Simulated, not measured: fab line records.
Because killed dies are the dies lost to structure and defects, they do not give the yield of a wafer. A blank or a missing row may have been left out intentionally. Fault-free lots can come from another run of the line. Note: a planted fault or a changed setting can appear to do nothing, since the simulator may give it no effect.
fab line records | flow sfqLine
record lots=5 wafers=23
route steps=325 shown L0@7 L0V@16 M0@36 M1@59 I1@74
startH: hours from the record's opening day to when the first of the lot's shown wafers began | waitH: how many hours have passed since the lot's step before this one | " repeats the value in the row above | L1.1+2: several wafers, shown together as one row | - value missing, or start not given | * or withheld: withheld | < > ~ a bound
route shown NAME@n: names a module that has steps shown in the file, with the first one's number in the route | usual: mean and standard deviation over wafers with no fault | same: alike in all rows | chamber/n: place in a boat | sites: per-site readings | _std_site: standard deviation of those values | _edge_site: the outer-site mean with the inner-site mean subtracted | radiusMm: how far each site lies from the wafer's centre | mask NAME#n: copy n | behind: the tool/chamber that last shaped the wafer | hold: what put the lot on hold/how long, in hours/how the hold closed | device: which transistor (n, p or np) failed to switch | end of line: the same wafers' tests at the end of the route | a step without rows: its recipe alone | killed: at the first sort, the dies lost to defects and structure; wafer yield is something else | map: a wafer's dies, marking killed ones x, the rest . and places with no die _
set.NAME: the setting that was run; set.NAME@STEP: the one run at that earlier step | model.NAME: the simulator's own value behind a step, which no gauge read
lots run with intentionally changed settings; tables by step, rows by wafer
## steps
# step SFQ_TRILAYER_L0_LITHO_COAT_005
# recipe resist=KrF spinRpm=3000 resistThkNm=600
# columns lot.wafer tool chamber startH waitH set.spinRpm model.KrF_of_TRILAYER_L0_LITHO_COAT_005.thkNm
L075.2 lithoTrack-03 0 18.09 0.2 3000 599.3
L075.3 " 0 " " 3000 599.7
L075.4 " 0 " " 3000 599.8
L075.5 " 0 " " 3000 600.2
L075.6 " 0 " " 3000 599.9
L077.1 lithoTrack-04 0 28.04 0.2 3000 602
L077.2 " 0 " " 2815 620.1
L077.4 " 0 " " 3000 602.1
L077.5 " 0 " " 3000 601.6
L077.6 " 0 " " 2815 619.9
L079.1 lithoTrack-03 0 38.04 0.2 3000 599.8
L079.4 " 0 " " 3000 598
L079.6 " 0 " " 3000 597.9
L080.1 lithoTrack-01 0 43.04 0.2 2875 613.8
L080.2 " 0 " " 3000 599.2
L080.3 " 0 " " 2875 613.5
L080.5 " 0 " " 3000 600.6
L080.6 " 0 " " 2875 614
L084.1 lithoTrack-03 0 63.63 0.2 3000 596.6
L084.2 " 0 " " 3000 594.8
L084.3 " 0 " " 3061 589.8
L084.5 " 0 " " 3061 590.2
L084.6 " 0 " " 3061 591
# step SFQ_TRILAYER_L0_LITHO_PEB_008
# recipe pebTempC=115 pebTimeS=60 resist=KrF
# columns lot.wafer tool chamber startH waitH set.pebTimeS
L075.2+5 lithoTrack-03 0 41.81 0.8 60
L075.3+4+6 " 0 " " 56.28
L077.1+2+5 lithoTrack-03 0 53.78 1.0 54.36
L077.4+6 " 0 " " 60
L079.1+4+6 lithoTrack-04 0 66.63 1.0 60
L080.1+2+6 lithoTrack-01 0 72.63 1.0 60
L080.3+5 " 0 " " 63.82
L084.1+2+6 lithoTrack-04 0 88.23 1.0 67.19
L084.3+5 " 0 " " 60
# step SFQ_TRILAYER_L0_LITHO_DEVELOP_007
# recipe timeS=60 resist=KrF
# step SFQ_TRILAYER_L0_BARC_OPEN_METAL_ETCH_010
# recipe maskMaterial=PR chemistry=O2 targetDepthNm=125 target=BARC icpW=600 biasW=80 pressureMtorr=10 timeS=41.7
# columns lot.wafer tool chamber startH waitH set.spinRpm@TRILAYER_L0_LITHO_COAT_005 set.pebTimeS@TRILAYER_L0_LITHO_PEB_008 model.KrF_of_TRILAYER_L0_LITHO_COAT_005.thkNm model.L0.cdNm
L075.2 rieMetal-03 1 42.08 0.1 3000 60 522.5 2002
L075.3 " 1 " " 3000 56.28 523.3 2013
L075.4 " 0 " " 3000 56.28 521.8 2010
L075.5 " 0 " " 3000 60 523.1 2002
L075.6 " 1 " " 3000 56.28 523.2 2012
L077.1 rieMetal-04 1 54.08 0.1 3000 54.36 524.7 2017
L077.2 " 0 " " 2815 54.36 541.6 2017
L077.4 " 0 " " 3000 60 524 2001
L077.5 " 1 " " 3000 54.36 524.4 2015
L077.6 " 0 " " 2815 60 541.5 2003
L079.1 rieMetal-01 0 66.93 0.1 3000 60 523 2002
L079.4 " 0 " " 3000 60 521.1 2001
L079.6 " 1 " " 3000 60 521.3 2002
L080.1 rieMetal-03 0 72.93 0.1 2875 60 536.8 2002
L080.2 " 1 " " 3000 60 522.5 2002
L080.3 " 1 " " 2875 63.82 537 1994
L080.5 " 1 " " 3000 63.82 524 1995
L080.6 " 0 " " 2875 60 537 2002
L084.1 rieMetal-03 1 88.53 0.1 3000 67.19 520.2 1988
L084.2 " 0 " " 3000 67.19 517.8 1987
L084.3 " 0 " " 3061 60 512.9 2002
L084.5 " 1 " " 3061 60 514 2004
L084.6 " 0 " " 3061 67.19 514 1988
# step SFQ_TRILAYER_L0_CAP_PECVD_011
# recipe material=SiO2 tempC=150 timeS=13.333 pressureTorr=2.4 rfW=183.3 precursor=SiH4/N2O targetThkNm=60
# columns lot.wafer tool chamber startH waitH set.timeS model.SiO2_of_TRILAYER_L0_CAP_PECVD_011.thkNm
L075.2 pecvd-03 0 42.96 0.0 13.86 61.9
L075.3 " 1 " " 13.86 61.58
L075.4 " 1 " " 13.333 60.05
L075.5 " 0 " " 13.333 60.73
L075.6 " 2 " " 13.333 61.09
L077.1 pecvd-02 1 54.96 0.0 13.333 58.27
L077.2 " 2 " " 13.333 58.37
L077.4 " 2 " " 13.333 59.63
L077.5 " 1 " " 13.333 59.25
L077.6 " 0 " " 13.333 60.04
L079.1 pecvd-02 0 67.81 0.0 13.333 59.01
L079.4 " 0 " " 13.333 60.11
L079.6 " 2 " " 13.333 60.78
L080.1 pecvd-02 0 73.81 0.0 13.333 58.52
L080.2 " 1 " " 13.333 58.42
L080.3 " 2 " " 13.333 58.43
L080.5 " 1 " " 13.333 59.32
L080.6 " 2 " " 13.333 59.2
L084.1 pecvd-02 0 89.41 0.0 13.333 58.65
L084.2 " 2 " " 11.94 52.64
L084.3 " 0 " " 11.94 53.43
L084.5 " 0 " " 13.333 59.53
L084.6 " 2 " " 11.94 52.88
# step SFQ_TRILAYER_L0_VIA_LITHO_PEB_016
# recipe pebTempC=115 pebTimeS=60 resist=KrF
# columns lot.wafer tool chamber startH waitH set.pebTempC
L075.2+3+4+5+6 lithoTrack-04 0 105.25 0.8 115
L077.1+2 lithoTrack-01 0 118.43 1.0 115
L077.4+5+6 " 0 " " 113.2
L079.1+4+6 lithoTrack-04 0 - - 115
L080.1+6 lithoTrack-04 0 137.63 1.0 113.2
L080.2+3+5 " 0 " " 115
L084.1+6 lithoTrack-01 0 159.33 1.0 115
L084.2+3+5 " 0 " " 116.9
# step SFQ_TRILAYER_L0_VIA_LITHO_DEVELOP_015
# recipe timeS=60 resist=KrF
# step SFQ_TRILAYER_L0_VIA_BARC_OPEN_VIA_ETCH_021
# recipe maskMaterial=PR chemistry=O2 targetDepthNm=125 target=BARC sourceW=509.7 biasW=80 pressureMtorr=30 timeS=41.7
# columns lot.wafer tool chamber startH waitH set.pebTempC@TRILAYER_L0_VIA_LITHO_PEB_016 model.L0V.cdNm
L075.2 rieDiel-04 3 105.57 0.0 115 699.1
L075.3+4 " 0,1 " " 115 699.5
L075.5 " 1 " " 115 699.3
L075.6 " 2 " " 115 699.7
L077.1 rieDiel-01 2 118.77 0.0 115 703.2
L077.2 " 0 " " 115 701.4
L077.4+6 " 1,3 " " 113.2 668.3
L077.5 " 2 " " 113.2 666.8
L079.1 rieDiel-04 3 133.45 0.0 115 701.2
L079.4 " 0 " " 115 700
L079.6 " 3 " " 115 700.7
L080.1 rieDiel-04 1 137.97 0.0 113.2 662.9
L080.2 " 0 " " 115 698.3
L080.3 " 2 " " 115 699.1
L080.5 " 2 " " 115 698.1
L080.6 " 1 " " 113.2 662.6
L084.1 rieDiel-03 0 159.67 0.0 115 698.9
L084.2 " 2 " " 116.9 731.8
L084.3 " 3 " " 116.9 731.3
L084.5 " 3 " " 116.9 731
L084.6 " 2 " " 115 699.5
# step SFQ_TRILAYER_L0_VIA_ETCH_VIA_ETCH_016
# recipe target=SiO2 stopOn=MoNx_KI maskMaterial=PR chemistry=CHF3 targetDepthNm=80 sourceW=500 biasW=80 pressureMtorr=30 timeS=withheld
# usual oesProductAu=0.840/0.0078
# columns lot.wafer tool chamber startH waitH set.timeS@TRILAYER_L0_CAP_PECVD_011 oesProductAu model.L0V.featureDepthNm
L075.2 rieDiel-04 3 105.61 0.0 * 0.859 61.89
L075.3 " 0 " " * 0.857 61.57
L075.4 " 1 " " * 0.841 60.04
L075.5 " 1 " " * 0.855 60.72
L075.6 " 2 " " * 0.852 61.08
L077.1 rieDiel-01 2 118.81 0.0 * 0.825 58.26
L077.2 " 0 " " * 0.827 58.36
L077.4 " 1 " " * 0.839 59.62
L077.5 " 2 " " * 0.836 59.24
L077.6 " 3 " " * 0.846 60.03
L079.1 rieDiel-04 3 133.49 0.0 * 0.836 59
L079.4 " 0 " " * 0.852 60.1
L079.6 " 3 " " * 0.854 60.76
L080.1 rieDiel-04 1 138.01 0.0 * 0.839 58.5
L080.2 " 0 " " * 0.830 58.41
L080.3 " 2 " " * 0.835 58.42
L080.5 " 2 " " * 0.832 59.31
L080.6 " 1 " " * 0.833 59.19
L084.1 rieDiel-03 0 159.71 0.0 * 0.834 58.63
L084.2 " 2 " " * 0.784 52.62
L084.3 " 3 " " * 0.791 53.42
L084.5 " 3 " " * 0.846 59.52
L084.6 " 2 " " * 0.778 52.87
# step SFQ_TRILAYER_M0_LITHO_PEB_024
# recipe pebTempC=115 pebTimeS=60 resist=KrF
# columns lot.wafer tool chamber startH waitH set.pebTempC
L075.2+4+6 lithoTrack-02 0 177.35 0.8 115
L075.3+5 " 0 " " 113.2
L077.1+4+6 lithoTrack-03 0 196.16 1.0 115
L077.2+5 " 0 " " 112.4
L079.1+4+6 lithoTrack-02 0 209.36 1.0 115
L080.1+3+5 lithoTrack-04 0 217.11 1.0 113.5
L080.2+6 " 0 " " 115
L084.1+3+6 lithoTrack-02 0 242.31 1.0 118.2
L084.2+5 " 0 " " 115
# step SFQ_TRILAYER_M0_LITHO_DEVELOP_023
# recipe timeS=60 resist=KrF
# step SFQ_TRILAYER_M0_BARC_OPEN_METAL_ETCH_031
# recipe maskMaterial=PR chemistry=O2 targetDepthNm=125 target=BARC icpW=600 biasW=80 pressureMtorr=10 timeS=41.7
# columns lot.wafer tool chamber startH waitH set.pebTempC@TRILAYER_M0_LITHO_PEB_024 model.M0.cdNm
L075.2 rieMetal-04 1 177.67 0.0 115 499.2
L075.3 " 1 " " 113.2 534.2
L075.4 " 0 " " 115 499.9
L075.5 " 0 " " 113.2 534.1
L075.6 " 1 " " 115 499.6
L077.1 rieMetal-03 0 196.49 0.0 115 500.5
L077.2 " 1 " " 112.4 551.8
L077.4+6 " 0 " " 115 500
L077.5 " 1 " " 112.4 553.2
L079.1 rieMetal-02 1 209.69 0.0 115 500
L079.4 " 0 " " 115 500.4
L079.6 " 0 " " 115 501.3
L080.1+3 rieMetal-04 0,1 217.44 0.0 113.5 527.3
L080.2 " 1 " " 115 498.5
L080.5 " 0 " " 113.5 527
L080.6 " 1 " " 115 498.3
L084.1 rieMetal-02 0 242.64 0.0 118.2 448.5
L084.2 " 1 " " 115 500.7
L084.3 " 0 " " 118.2 449.2
L084.5 " 1 " " 115 501.2
L084.6 " 0 " " 118.2 449.4
# step SFQ_TRILAYER_M1_DEP_SPUTTER_037
# recipe material=Nb basePressurePa=1.33e-06 chamberPressurePa=0.1333 substrateTempC=20 resputterCathodeVoltageV=400 targetThkNm=200 powerW=2000 timeS=133.3
# columns lot.wafer tool chamber startH waitH set.timeS model.Nb_of_TRILAYER_M1_DEP_SPUTTER_037.thkNm
L075.2 pvdSputter-06 - 216.53 0.0 133.3 198.4
L075.3 " - " " 123.2 182.4
L075.4 " - " " 123.2 181.8
L075.5 " - " " 123.2 182.7
L075.6 " - " " 133.3 196.5
L077.1 pvdSputter-06 - 237.33 0.0 126.8 188.7
L077.2 " - " " 133.3 198.4
L077.4 " - " " 126.8 189.6
L077.5 " - " " 133.3 197.9
L077.6 " - " " 133.3 198
L079.1 pvdSputter-03 - 250.53 0.0 133.3 201
L079.4 " - " " 133.3 200.5
L079.6 " - " " 133.3 200.1
L080.1 pvdSputter-04 - 258.93 0.0 133.3 199.2
L080.2 " - " " 133.3 201.1
L080.3 " - " " 147.9 220.8
L080.5 " - " " 147.9 223.7
L080.6 " - " " 147.9 222
L084.1 pvdSputter-06 - 291.55 0.0 150.4 226.6
L084.2 " - " " 133.3 199.8
L084.3 " - " " 133.3 201.3
L084.5 " - " " 150.4 227.7
L084.6 " - " " 150.4 224.1
# step SFQ_M1_RS_MEAS_909
# recipe thkMeasGauge=four-point-probe reads=Nb_of_TRILAYER_M1_DEP_SPUTTER_037
# usual M1_NB_RS=0.890/0.0092
# columns lot.wafer tool chamber startH waitH set.timeS@TRILAYER_M1_DEP_SPUTTER_037 M1_NB_RS[ohm/sq]
L075.2 filmMetro-03 - 216.64 0.1 133.3 0.894
L075.3 " - " " 123.2 0.976
L075.4 " - " " 123.2 0.979
L075.5 " - " " 123.2 0.973
L075.6 " - " " 133.3 0.904
L077.1 filmMetro-04 - 237.42 0.0 126.8 0.944
L077.2 " - " " 133.3 0.892
L077.4 " - " " 126.8 0.937
L077.5 " - " " 133.3 0.896
L077.6 " - " " 133.3 0.896
L079.1 filmMetro-04 - 250.62 0.0 133.3 0.884
L079.4 " - " " 133.3 0.886
L079.6 " - " " 133.3 0.887
L080.1 filmMetro-02 - 259.02 0.0 133.3 0.894
L080.2 " - " " 133.3 0.888
L080.3 " - " " 147.9 0.807
L080.5 " - " " 147.9 0.796
L080.6 " - " " 147.9 0.803
L084.1 filmMetro-04 - 291.64 0.0 150.4 0.782
L084.2 " - " " 133.3 0.889
L084.3 " - " " 133.3 0.880
L084.5 " - " " 150.4 0.779
L084.6 " - " " 150.4 0.790
# step SFQ_TRILAYER_M1_LITHO_COAT_039
# recipe resist=KrF spinRpm=3000 resistThkNm=600
# columns lot.wafer tool chamber startH waitH set.resistThkNm model.KrF_of_TRILAYER_M1_LITHO_COAT_039.thkNm
L075.2 lithoTrack-03 0 217.15 0.2 582 581.5
L075.3 " 0 " " 582 -
L075.4+5 " 0 " " 600 -
L075.6 " 0 " " 600 598
L077.1 lithoTrack-03 0 237.90 0.2 600 602.7
L077.2 " 0 " " 600 600.7
L077.4 " 0 " " 600 600.1
L077.5 " 0 " " 600 600.5
L077.6 " 0 " " 600 602.3
L079.1 lithoTrack-01 0 251.10 0.2 600 604.7
L079.4+6 " 0 " " 600 602.8
L080.1 lithoTrack-01 0 259.50 0.2 623.3 624.2
L080.2 " 0 " " 600 600.8
L080.3+6 " 0 " " 600 -
L080.5 " 0 " " 623.3 -
L084.1+5+6 lithoTrack-03 0 292.12 0.2 600 -
L084.2 " 0 " " 600 601.1
L084.3 " 0 " " 600 601.4
# step SFQ_TRILAYER_M1_LITHO_SOFTBAKE_043
# recipe tempC=withheld timeS=withheld resist=KrF
# step SFQ_TRILAYER_M1_LITHO_EXPOSE_040
# recipe maskId=M1 na=0.6 sourceShape=conventional sigmaOuter=0.65 targetCdNm=500 doseMj=14.4
# step SFQ_TRILAYER_M1_LITHO_DEVELOP_041
# recipe timeS=60 resist=KrF
# step SFQ_TRILAYER_M1_BARC_OPEN_METAL_ETCH_054
# recipe maskMaterial=PR chemistry=O2 targetDepthNm=125 target=BARC icpW=600 biasW=80 pressureMtorr=10 timeS=41.7
# columns lot.wafer tool chamber startH waitH set.resistThkNm@TRILAYER_M1_LITHO_COAT_039 model.KrF_of_TRILAYER_M1_LITHO_COAT_039.thkNm
L075.2 rieMetal-01 0 306.26 0.0 582 503.2
L075.3 " 0 " " 582 -
L075.4+5 " 0 " " 600 -
L075.6 " 0 " " 600 520.6
L077.1 rieMetal-01 1 326.64 0.0 600 526.3
L077.2+5 " 0 " " 600 523.2
L077.4 " 1 " " 600 523.7
L077.6 " 1 " " 600 525.8
L079.1 rieMetal-01 0 343.54 0.0 600 528.4
L079.4+6 " 0 " " 600 526.3
L080.1 rieMetal-04 0 354.34 0.0 623.3 547.3
L080.2 " 1 " " 600 523.6
L080.3+6 " 0 " " 600 -
L080.5 " 1 " " 623.3 -
L084.1+5+6 rieMetal-04 0,0,1 392.46 0.0 600 -
L084.2 " 1 " " 600 523.2
L084.3 " 1 " " 600 524.2
# step SFQ_TRILAYER_M1_ETCH_METAL_ETCH_042
# recipe target=Nb stopOn=SiO2 maskMaterial=PR chemistry=Cl2/Ar targetDepthNm=240 icpW=600 biasW=80 pressureMtorr=10 timeS=120
# usual oesProductAu=0.894/0.0071
# columns lot.wafer tool chamber startH waitH set.timeS@TRILAYER_M1_DEP_SPUTTER_037 set.resistThkNm@TRILAYER_M1_LITHO_COAT_039 oesProductAu model.KrF_of_TRILAYER_M1_LITHO_COAT_039.thkNm
L075.2 rieMetal-01 0 306.40 0.1 133.3 582 0.890 361
L075.3 " 0 " " 123.2 582 0.850 -
L075.4 " 0 " " 123.2 600 0.847 -
L075.5 " 0 " " 123.2 600 0.863 -
L075.6 " 0 " " 133.3 600 0.883 378.8
L077.1 rieMetal-01 1 326.70 0.0 126.8 600 0.858 387.4
L077.2 " 0 " " 133.3 600 0.901 383
L077.4 " 1 " " 126.8 600 0.864 384.7
L077.5 " 0 " " 133.3 600 0.892 381.3
L077.6 " 1 " " 133.3 600 0.893 387.8
L079.1 rieMetal-01 0 343.60 0.0 133.3 600 0.901 387.5
L079.4 " 0 " " 133.3 600 0.889 385.2
L079.6 " 0 " " 133.3 600 0.887 385.5
L080.1 rieMetal-04 0 354.40 0.0 133.3 623.3 0.890 406.7
L080.2 " 1 " " 133.3 600 0.901 381.8
L080.3 " 0 " " 147.9 600 0.944 -
L080.5 " 1 " " 147.9 623.3 0.955 -
L080.6 " 0 " " 147.9 600 0.948 -
L084.1 rieMetal-04 0 392.52 0.0 150.4 600 0.958 -
L084.2 " 1 " " 133.3 600 0.890 380.3
L084.3 " 1 " " 133.3 600 0.902 380.1
L084.5 " 0 " " 150.4 600 0.972 -
L084.6 " 1 " " 150.4 600 0.949 -
# step SFQ_TRILAYER_I1_CMP_CMP_046
# recipe material=SiO2 downForcePsi=3 platenRpm=60 padVelocityMS=0.94248
# columns lot.wafer tool chamber startH waitH set.leaveAboveRefNm model.SiO2_of_TRILAYER_I1_DEP_PECVD_045.thkNm
L075.3+5 cmp-02 3 311.47 3.4 200 199.8
L075.4 " 0 " " 195.3 194.4
L075.2 " 1 " " 195.3 194.3
L075.6 " 2 " " 200 200.7
L077.1 cmp-02 3 329.43 1.8 200 200.3
L077.2 " 0 " " 200 200.9
L077.4 " 2 330.93 3.2 207.8 209.3
L077.6 " 3 " " 207.8 208
L077.5 " 0 " " 200 200.8
L079.4 cmp-01 3 353.79 9.2 200 200
L079.1 " 0 " " 200 199.3
L079.6 " 2 355.29 10.7 200 200.1
L080.2 cmp-01 1 368.33 13.0 200 199.2
L080.1 " 2 " " 200 198.7
L080.3 " 0 369.83 14.5 200 199.3
L080.6 " 1 " " 200 199.4
L080.5 " 2 " " 200 198.3
L084.3 cmp-01 3 401.83 8.4 200 199.7
L084.2 " 0 " " 200 201.5
L084.1 " 1 " " 205.1 204.9
L084.5 " 2 " " 205.1 205.1
L084.6 " 3 " " 200 201.6
# step SFQ_TRILAYER_I1_METRO_MEASURE_047
# usual thkNm=199.7/0.93
# columns lot.wafer tool chamber startH waitH set.leaveAboveRefNm@TRILAYER_I1_CMP_CMP_046 thkNm
L075.2 filmMetro-01 - 314.29 0.3 195.3 194.4
L075.3 " - " " 200 199.8
L075.4 " - " " 195.3 194.3
L075.5 " - " " 200 199.7
L075.6 " - " " 200 200.8
L077.1 filmMetro-02 - 332.55 0.1 200 200.2
L077.2 " - " " 200 200.9
L077.4 " - " " 207.8 209.4
L077.5 " - " " 200 200.7
L077.6 " - " " 207.8 207.9
L079.1 filmMetro-02 - 355.91 0.1 200 199.3
L079.4 " - " " 200 200.0
L079.6 " - " " 200 200.0
L080.1 filmMetro-02 - 371.45 0.1 200 198.7
L080.2 " - " " 200 199.3
L080.3 " - " " 200 199.4
L080.5 " - " " 200 198.4
L080.6 " - " " 200 199.3
L084.1 filmMetro-04 - 404.45 0.1 205.1 204.9
L084.2 " - " " 200 201.5
L084.3 " - " " 200 199.9
L084.5 " - " " 205.1 204.9
L084.6 " - " " 200 201.5
## key
split step=SFQ_TRILAYER_L0_LITHO_COAT_005 setting=spinRpm stated=3000 by=wafer
response step=SFQ_TRILAYER_L0_LITHO_COAT_005 reading=model.KrF_of_TRILAYER_L0_LITHO_COAT_005.thkNm change=-3.04 per=1% r=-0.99
response step=SFQ_TRILAYER_L0_BARC_OPEN_METAL_ETCH_010 reading=model.KrF_of_TRILAYER_L0_LITHO_COAT_005.thkNm change=-2.92 per=1% r=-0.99
split step=SFQ_TRILAYER_L0_LITHO_PEB_008 setting=pebTimeS stated=60 by=wafer
response step=SFQ_TRILAYER_L0_BARC_OPEN_METAL_ETCH_010 reading=model.L0.cdNm change=-1.38 per=1% r=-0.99
split step=SFQ_TRILAYER_L0_CAP_PECVD_011 setting=timeS stated=13.333 by=wafer
response step=SFQ_TRILAYER_L0_CAP_PECVD_011 reading=model.SiO2_of_TRILAYER_L0_CAP_PECVD_011.thkNm change=+0.547 per=1% r=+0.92
response step=SFQ_TRILAYER_L0_VIA_ETCH_VIA_ETCH_016 reading=oesProductAu change=+0.00493 per=1% r=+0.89
response step=SFQ_TRILAYER_L0_VIA_ETCH_VIA_ETCH_016 reading=model.L0V.featureDepthNm change=+0.547 per=1% r=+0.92
split step=SFQ_TRILAYER_L0_VIA_LITHO_PEB_016 setting=pebTempC stated=115 by=wafer
response step=SFQ_TRILAYER_L0_VIA_BARC_OPEN_VIA_ETCH_021 reading=model.L0V.cdNm change=+21.4 per=1% r=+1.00
split step=SFQ_TRILAYER_M0_LITHO_PEB_024 setting=pebTempC stated=115 by=wafer
response step=SFQ_TRILAYER_M0_BARC_OPEN_METAL_ETCH_031 reading=model.M0.cdNm change=-20.8 per=1% r=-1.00
split step=SFQ_TRILAYER_M1_DEP_SPUTTER_037 setting=timeS stated=133.3 by=wafer
response step=SFQ_TRILAYER_M1_DEP_SPUTTER_037 reading=model.Nb_of_TRILAYER_M1_DEP_SPUTTER_037.thkNm change=+1.99 per=1% r=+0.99
response step=SFQ_M1_RS_MEAS_909 reading=M1_NB_RS change=-0.00842 per=1% r=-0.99
response step=SFQ_TRILAYER_M1_ETCH_METAL_ETCH_042 reading=oesProductAu change=+0.00499 per=1% r=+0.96
split step=SFQ_TRILAYER_M1_LITHO_COAT_039 setting=resistThkNm stated=600 by=wafer
response step=SFQ_TRILAYER_M1_LITHO_COAT_039 reading=model.KrF_of_TRILAYER_M1_LITHO_COAT_039.thkNm change=+5.82 per=1% r=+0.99
response step=SFQ_TRILAYER_M1_BARC_OPEN_METAL_ETCH_054 reading=model.KrF_of_TRILAYER_M1_LITHO_COAT_039.thkNm change=+5.98 per=1% r=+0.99
response step=SFQ_TRILAYER_M1_ETCH_METAL_ETCH_042 reading=model.KrF_of_TRILAYER_M1_LITHO_COAT_039.thkNm change=+6.23 per=1% r=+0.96
split step=SFQ_TRILAYER_I1_CMP_CMP_046 setting=leaveAboveRefNm stated=200 by=wafer
response step=SFQ_TRILAYER_I1_CMP_CMP_046 reading=model.SiO2_of_TRILAYER_I1_DEP_PECVD_045.thkNm change=+2.02 per=1% r=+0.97
response step=SFQ_TRILAYER_I1_METRO_MEASURE_047 reading=thkNm change=+2.02 per=1% r=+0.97
